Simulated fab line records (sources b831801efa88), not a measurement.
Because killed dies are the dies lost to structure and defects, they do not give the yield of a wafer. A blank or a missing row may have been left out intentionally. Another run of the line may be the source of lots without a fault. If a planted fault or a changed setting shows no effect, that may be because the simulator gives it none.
fab line records	flow sky130
record: lots: 6	wafers: 18	last-day: 50
route steps=708 shown VIA2@515 PAD_OPEN@708
lots untouched by any fault: they come from a run of this same line in which no faults occurred
start-h: hours from the record's first day to the start of the lot's first wafer shown	wait-h: time in hours since the lot's previous step	" unchanged from the row above	L1.1+2: several wafers, shown together as one row	- either no value or no given start	* or withheld: withheld	< > ~ a bound
route shown NAME@n: a module of which the file shows steps, and the number in the route of the first	usual: average and standard deviation across the fault-free wafers	same: alike in all rows	chamber/n: place in a boat	sites: each site's reading	_std_site: standard deviation of those values	_edge_site: outer sites' mean less inner sites'	radius-mm: for every site, how far away it sits from the centre of the wafer	mask NAME#n: copy n	behind: tool/chamber where the wafer was last shaped	hold: reason for holding the lot/hours on hold/outcome of the hold	device: the transistor (n, p or np) that didn't switch	end of line: tests run on the same wafers once the route is complete	a step with no rows: only its recipe	killed: the dies lost at the first sort to structure and to defects; this is not the yield of the wafer	map: a wafer's dies, x killed, . not, _ none there
set.NAME: the setting the step ran with; set.NAME@STEP: the setting that earlier step ran with	model.NAME: the simulator's own value behind a step, which no gauge read
lots seen at some steps along the route; tables by step, rows by wafer
services: a tool's chamber out of use, with start hour (start-h, from the record's first day; less than 0 if before it), hours out, and reason
== steps ==
step: SKY_VIA2_SOFTBAKE_08
recipe: temp-c: 100	time-s: 90	resist: KrF-thick
step: SKY_VIA2_EXPOSE_09
recipe: mask-id: VIM2	na: 0.8	source-shape: annular	sigma-inner: 0.55	sigma-outer: 0.85	target-cd-nm: 200	dose-mj: 38
step: SKY_VIA2_PEB_10
recipe: peb-temp-c: withheld	peb-time-s: withheld	resist: KrF-thick
step: SKY_VIA2_DEVELOP_11
recipe: develop-time-s: 60	resist: KrF-thick	dev-temp-c: 21
step: SKY_VIA2_CD_MEAS_12
recipe: target-cd-nm: 200
usual: cd-nm: 199.7/1.7
lot.wafer	tool	chamber	start-h	wait-h	cd-nm
L128.2	cd-sem-01	-	902.82	-	197.9
L128.4	"	-	"	"	198.9
L128.5	"	-	"	"	198.4
L129.2	cd-sem-02	-	911.27	-	199.7
L129.3	"	-	"	"	199.4
L129.6	"	-	"	"	200.4
L135.1	cd-sem-02	-	953.00	-	198.3
L135.2	"	-	"	"	197.6
L135.5	"	-	"	"	198.6
L137.1	cd-sem-01	-	973.40	-	199.1
L137.2	"	-	"	"	199.3
L137.4	"	-	"	"	199.4
L142.1	cd-sem-02	-	992.00	-	200.2
L142.3	"	-	"	"	200.7
L142.6	"	-	"	"	202.0
L144.4	cd-sem-01	-	1019.71	-	198.3
L144.5	"	-	"	"	197.6
L144.6	"	-	"	"	198.3
step: SKY_VIA2_OVL_MEAS_13
usual: VIA2_OVL: 2/5.5
lot.wafer	tool	chamber	start-h	wait-h	VIA2_OVL[nm]
L128.2	overlay-01	-	902.92	0.1	9
L128.4	"	-	"	"	9
L128.5	"	-	"	"	13
L129.2	overlay-02	-	911.37	0.1	4
L129.3	"	-	"	"	4
L129.6	"	-	"	"	0
L135.1	overlay-01	-	953.12	0.1	11
L135.2	"	-	"	"	4
L135.5	"	-	"	"	6
L137.1	overlay-02	-	973.52	0.1	-1
L137.2	"	-	"	"	3
L137.4	"	-	"	"	0
L142.1	overlay-01	-	992.12	0.1	0
L142.3	"	-	"	"	-3
L142.6	"	-	"	"	2
L144.4	overlay-01	-	1019.79	0.1	1
L144.5	"	-	"	"	-3
L144.6	"	-	"	"	-4
step: SKY_VIA2_ETCH_14
recipe: chemistry: N2/H2	target: BARC	ion-energy-ev: 200	source-w: 500	bias-w: 100	pressure-mtorr: 30	n2-flow-sccm: 100	h2-flow-sccm: 200	stop-on: SiO2	time-s: 45.9	target-depth-a: 600
usual: bias-w: 100.1/0.31	chamber-pressure-mTorr: 30.000/0.027	drypump-motor-current-A: 5.7/0.31	oes-product-au: 0.855/0.0041	throttle-valve-pct: 13.226/0.0088
lot.wafer	tool	chamber	start-h	wait-h	bias-w	chamber-pressure-mTorr	drypump-motor-current-A	oes-product-au	rf-hours-counter-h	throttle-valve-pct
L128.2	rie-diel-01	3	902.95	0.0	99.7	30.044	5.4	0.856	9	13.224
L128.4	"	2	"	"	100.2	30.022	6.0	0.853	9	13.227
L128.5	"	1	"	"	100.2	30.009	5.8	0.858	-	13.227
L129.2	rie-diel-02	2	911.40	0.0	100.5	29.953	5.2	0.857	13	13.229
L129.3	"	0	"	"	100.2	29.998	6.0	0.857	5	13.222
L129.6	"	1	"	"	99.6	30.011	5.4	0.854	-	13.220
L135.1	rie-diel-04	1	953.15	0.0	99.5	30.021	5.4	0.855	14	13.236
L135.2	"	0	"	"	100.5	30.056	6.3	0.859	10	13.217
L135.5	"	0	"	"	100.0	30.024	6.3	0.856	-	13.229
L137.1	rie-diel-01	2	973.56	0.0	99.9	29.979	6.0	0.862	10	13.227
L137.2	"	0	"	"	100.1	30.009	5.4	0.857	7	13.225
L137.4	"	3	"	"	99.5	29.981	5.4	0.857	10	13.228
L142.1	rie-diel-01	2	992.16	0.0	99.7	30.023	6.0	0.854	11	13.215
L142.3	"	3	"	"	99.7	29.958	5.4	0.857	11	13.230
L142.6	"	0	"	"	100.0	29.955	5.4	0.850	-	13.231
L144.4	rie-diel-02	1	1019.81	0.0	100.2	30.042	5.4	0.857	21	13.227
L144.5	"	0	"	"	100.1	30.029	6.0	0.859	-	13.230
L144.6	"	3	"	"	100.5	29.995	5.7	0.849	-	13.203
step: SKY_VIA2_ETCH_15
recipe: target: SiO2	chemistry: C4F8/O2/Ar	target-depth-nm: 546	stop-on: TiN	mask-material: KrF-thick	source-w: 1500	bias-w: 1200	pressure-mtorr: 40	c4f8-flow-sccm: withheld	O2_flow_sccm: 6	Ar_flow_sccm: 300	time-s: 85.76
usual: chamber-pressure-mTorr: 40.00/0.034	oes-product-au: 0.937/0.0049
lot.wafer	tool	chamber	start-h	wait-h	chamber-pressure-mTorr	oes-product-au	rf-hours-counter-h
L128.2	rie-diel-01	3	902.99	0.0	40.02	0.940	9
L128.4	"	2	"	"	40.00	0.930	9
L128.5	"	1	"	"	40.03	0.938	-
L129.2	rie-diel-02	2	911.44	0.0	39.95	0.935	14
L129.3	"	0	"	"	39.99	0.932	5
L129.6	"	1	"	"	40.06	0.934	-
L135.1	rie-diel-04	1	953.19	0.0	39.96	0.935	14
L135.2	"	0	"	"	40.00	0.932	10
L135.5	"	0	"	"	40.06	0.940	-
L137.1	rie-diel-01	2	973.60	0.0	40.04	0.947	10
L137.2	"	0	"	"	40.01	0.936	7
L137.4	"	3	"	"	40.02	0.933	10
L142.1	rie-diel-01	2	992.20	0.0	39.99	0.944	11
L142.3	"	3	"	"	40.04	0.937	11
L142.6	"	0	"	"	39.98	0.930	-
L144.4	rie-diel-02	1	1019.85	0.0	39.96	0.936	21
L144.5	"	0	"	"	40.03	0.936	-
L144.6	"	3	"	"	40.08	0.933	-
step: SKY_VIA2_STRIP_16
recipe: chemistry: O2/N2	power-w: 1400	pressure-mtorr: 1500	platen-temp-c: withheld	o2-flow-sccm: 3000	n2-flow-sccm: 300	overash-fraction: 0.5
usual: chamber-pressure-mTorr: 1499.9/1.4	drypump-motor-current-A: 6.0/0.38	oes-product-au: 0.398/0.0042	strip-time-to-endpoint-s: 4.03/0.032
lot.wafer	tool	chamber	start-h	wait-h	chamber-pressure-mTorr	drypump-motor-current-A	oes-product-au	rf-hours-counter-h	strip-time-to-endpoint-s
L128.2	plasma-asher-02	1	903.06	0.0	1499.6	5.6	0.404	46	4.03
L128.4	"	0	"	"	1499.4	6.1	0.397	-	4.03
L128.5	"	0	"	"	1498.6	6.1	0.400	-	4.04
L129.2	plasma-asher-02	0	911.51	0.0	1502.7	6.1	0.394	47	4.06
L129.3	"	1	"	"	1500.7	5.6	0.403	-	4.05
L129.6	"	1	"	"	1500.7	5.6	0.396	-	4.01
L135.1	plasma-asher-03	1	953.26	0.0	1500.7	6.1	0.391	21	4.01
L135.2	"	0	"	"	1500.4	5.5	0.404	21	4.07
L135.5	"	0	"	"	1500.3	5.6	0.403	-	4.06
L137.1	plasma-asher-02	1	973.66	0.0	1497.9	5.6	0.397	53	4.05
L137.2	"	0	"	"	1498.8	6.0	0.399	53	4.02
L137.4	"	1	"	"	1502.3	5.6	0.390	-	4.00
L142.1	plasma-asher-01	0	992.26	0.0	1501.1	6.7	0.402	90	4.04
L142.3	"	0	"	"	1497.0	6.7	0.396	-	4.01
L142.6	"	1	"	"	1499.1	5.9	0.404	-	4.06
L144.4	plasma-asher-03	1	1019.95	0.1	1501.8	6.1	0.394	-	4.00
L144.5	"	0	"	"	1502.2	5.5	0.395	-	4.02
L144.6	"	1	"	"	1498.7	6.1	0.398	-	3.96
step: SKY_VIA2_STRIP_17
recipe: chemistry: post-etch-residue-remover	time-s: 1200	temp-c: 72.5
step: SKY_VIA2_CLEAN_18
recipe: chemistry: IPA	time-s: 180	temp-c: 25
step: SKY_VIA2_CLEAN_19
recipe: chemistry: O3/DIW	dry: n2-spin
step: SKY_VIA2_SPUTTER_20
recipe: material: TiN	target-thk-nm: 20	chamber-pressure-pa: 5	power-w: 4000	time-s: 80
usual: cathode-dc-power-W: 4000.1/0.7	throttle-valve-pct: 30.2/0.72
lot.wafer	tool	chamber	start-h	wait-h	cathode-dc-power-W	throttle-valve-pct	model.TiN_of_VIA2_SPUTTER_20.thk-nm
L128.2	pvd-sputter-03	-	903.65	0.0	4176.7	29.6	20.74
L128.4	"	-	"	"	4177.2	30.6	21.15
L128.5	"	-	"	"	4177.2	30.7	21.23
L129.2	pvd-sputter-03	-	912.10	0.0	4176.8	29.9	20.93
L129.3	"	-	"	"	4177.2	30.7	20.74
L129.6	"	-	"	"	4176.2	29.6	20.57
L135.1	pvd-sputter-02	-	953.88	0.0	3999.4	28.8	20.47
L135.2	"	-	"	"	4000.2	30.4	19.8
L135.5	"	-	"	"	4000.4	29.4	19.7
L137.1	pvd-sputter-03	-	974.54	0.0	4000.7	30.0	20.24
L137.2	"	-	"	"	4000.5	30.7	20.57
L137.4	"	-	"	"	3999.1	30.1	20.32
L142.1	pvd-sputter-03	-	992.88	0.0	4000.0	30.5	20.14
L142.3	"	-	"	"	4000.9	30.1	20.15
L142.6	"	-	"	"	4000.2	29.8	20.27
L144.4	pvd-sputter-03	-	1020.57	0.0	3999.0	30.3	20.53
L144.5	"	-	"	"	3999.8	30.5	20.36
L144.6	"	-	"	"	4000.8	30.6	20.36
step: SKY_VIA2_CVD_21
recipe: material: W	target-thk-nm: 420	time-s: 126.4	temp-c: 400	pressure-torr: 40
usual: heater-power-w: 881/27
lot.wafer	tool	chamber	start-h	wait-h	heater-power-w
L128.2	cvd-w-01	1	903.71	0.0	934
L128.4	"	1	"	"	928
L128.5	"	1	"	"	924
L129.2	cvd-w-02	0	912.17	0.0	890
L129.3	"	0	"	"	879
L129.6	"	0	"	"	889
L135.1	cvd-w-01	1	953.94	0.0	879
L135.2	"	0	"	"	842
L135.5	"	0	"	"	857
L137.1	cvd-w-02	1	974.60	0.0	894
L137.2	"	0	"	"	859
L137.4	"	1	"	"	886
L142.1	cvd-w-01	0	992.95	0.0	835
L142.3	"	1	"	"	895
L142.6	"	1	"	"	893
L144.4	cvd-w-02	0	1020.67	0.1	863
L144.5	"	1	"	"	885
L144.6	"	0	"	"	885
step: SKY_PAD_OPEN_PROBE_99
usual: defect-limited-yield: 82.4/1.9	killed_at_M0_to_M3: 44/7.2	killed_at_M4_up: 3.1/1.8	killed-at-contacts: 25/5.2	killed-at-front-end: 15/3.9	killed-at-other: 0.2/0.5	killed-dies: 86/9.5	killed-open: 47/7.3	killed-short: 40/6	sort_bin_3_pad_short: 0.8/0.44	sort_bin_5_function: 10.4/1.5	sort_bin_6_memory: 6.3/1.1	sort-n-pass: 406/9.5	sort-yield-pct: 82.4/1.9
same: gross-dies: 492	killed-at-back-side: 0	sort_bin_4_leakage[%]: 0	sort_bin_8_speed[%]: 0
lot.wafer	tool	chamber	start-h	wait-h	defect-limited-yield[%]	killed_at_M0_to_M3	killed_at_M4_up	killed-at-contacts	killed-at-front-end	killed-at-other	killed-dies	killed-open	killed-short	sort_bin_3_pad_short[%]	sort_bin_5_function[%]	sort_bin_6_memory[%]	sort-n-pass	sort-yield-pct[%]
L137.1	prober-01	-	1172.97	0.1	83.7	38	1	26	14	1	80	44	36	0.6	10.0	5.7	412	83.7
L137.4	prober-01	-	1173.12	0.2	81.9	43	2	28	16	0	89	57	32	1.0	10.2	6.9	403	81.9
killed by level:class
L137.1 VIA1:geometric-particle:open=9 CONTACT:geometric-particle:open=8 FIELD_ISO:geometric-particle:open=7 VIA2:geometric-particle:open=7 LOCAL_INTERCONNECT:geometric-particle:short=6 CONTACT:geometric-particle:short=5 METAL1:geometric-particle:short=5 VIA3:geometric-particle:open=5
L137.4 CONTACT:geometric-particle:open=14 VIA1:geometric-particle:open=14 VIA2:geometric-particle:open=8 CONTACT:geometric-particle:short=7 VIA3:geometric-particle:open=6 METAL2:geometric-particle:short=5 POLY_GATE:geometric-particle:open=4 POLY_GATE:geometric-particle:short=4
== services ==
tool	chamber	start-h	hours	kind
rie-diel-04	0	882.02	5.0	repair
rie-diel-02	0	885.32	19.8	repair
rie-diel-04	1	886.93	14.7	repair
cvd-w-01	-	904.00	14.0	pm
cvd-w-01	0	904.00	14.0	vent-cycle
cvd-w-01	1	904.00	14.0	vent-cycle
cvd-w-01	0	918.00	-	clean
pvd-sputter-02	-	939.27	0.7	repair
rie-diel-01	1	939.36	1.3	repair
plasma-asher-03	-	955.23	2.8	pm
rie-diel-02	-	955.24	1.5	repair
plasma-asher-03	-	958.41	9.6	repair
cvd-w-02	0	963.70	3.2	repair
pvd-sputter-03	-	980.56	1.7	repair
pvd-sputter-03	-	981.29	2.4	repair
cvd-w-01	-	987.61	1.8	repair
rie-diel-02	0	992.54	2.4	repair
pvd-sputter-02	-	995.28	26.8	repair
cvd-w-01	0	1002.90	8.3	repair
rie-diel-02	3	1006.26	4.6	repair
pvd-sputter-03	-	1007.04	9.2	repair
rie-diel-02	2	1007.23	3.2	repair
pvd-sputter-03	-	1015.63	1.5	repair
rie-diel-04	1	1017.73	36.8	repair
== key ==
first-sign: step: SKY_VIA2_SPUTTER_20	reading: cathode-dc-power-W	direction: up	sigmas: 99+	usual: 4000.1	struck: 4176.9
effect none on later readings
model-effect: step: SKY_VIA2_SPUTTER_20	value: TiN_of_VIA2_SPUTTER_20.thk-nm	without: 20.01	struck: 20.89
met-at SKY_VIA2_SPUTTER_20
struck-wafers L128.2,L128.4,L128.5,L129.2,L129.3,L129.6
fault: kind: process-parameter-drift	tool: pvd-sputter-03	chamber: -	onset-h: 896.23	steps: SKY_VIA2_SPUTTER_20	channel: power-w	offset: *	shape: step	end-h: 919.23	acts-in: *	stated: *
